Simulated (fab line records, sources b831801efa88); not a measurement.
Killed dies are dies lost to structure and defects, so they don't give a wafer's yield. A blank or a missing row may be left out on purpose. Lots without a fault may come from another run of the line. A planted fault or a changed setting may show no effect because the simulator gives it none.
One fault seen from 2 desks | flow sky130 | each desk has only its own numbers; what lay behind them comes last

THE TOOL OWNER'S DESK: pvd_sputter-01
The tool's own readings at SKY_METAL4_SPUTTER_01 (material TiN, target thk 20 nm, time 16.7 s): means of the sampled wafers that have a number, for each lot that ran on this tool. A lot is out of limits, marked OUT, if its mean lies more than 4 standard deviations from the usual mean; the brackets give that distance.
Columns: A = throttle_valve_pct at SKY_METAL4_SPUTTER_01, usual 29.6 %
lot  | first seen here | A
L597 | day 41 04:01    | 29.5
L602 | day 44 06:29    | 28.7
This desk's finding: nothing out of limits on any of the 2 lots.

THE METROLOGY DESK
What the gauges read, lot by lot, whatever tool the lot ran on: means of the sampled wafers that have a number. A lot is out of limits, marked OUT, if its mean lies more than 4 standard deviations from the usual mean; the brackets give that distance.
Columns: A = VIA3_W_RS at SKY_VIA3_RS_MEAS_22, usual 0.293 ohm/sq; B = VIA3_W_THK at SKY_VIA3_THK_MEAS_23, usual 386 nm
lot  | first seen here | A     | B
L596 | day 41 00:36    | 0.292 | 386
L597 | day 41 03:07    | 0.296 | 383
L602 | day 44 06:00    | 0.294 | 390
L610 | day 44 11:39    | 0.293 | 392
L616 | day 45 06:39    | 0.296 | 383
This desk's finding: nothing out of limits on any of the 5 lots.

PUT TOGETHER
The tool owner's desk saw nothing out of limits.
The metrology desk saw nothing out of limits.

WHAT THE SIMULATOR HAD PUT IN
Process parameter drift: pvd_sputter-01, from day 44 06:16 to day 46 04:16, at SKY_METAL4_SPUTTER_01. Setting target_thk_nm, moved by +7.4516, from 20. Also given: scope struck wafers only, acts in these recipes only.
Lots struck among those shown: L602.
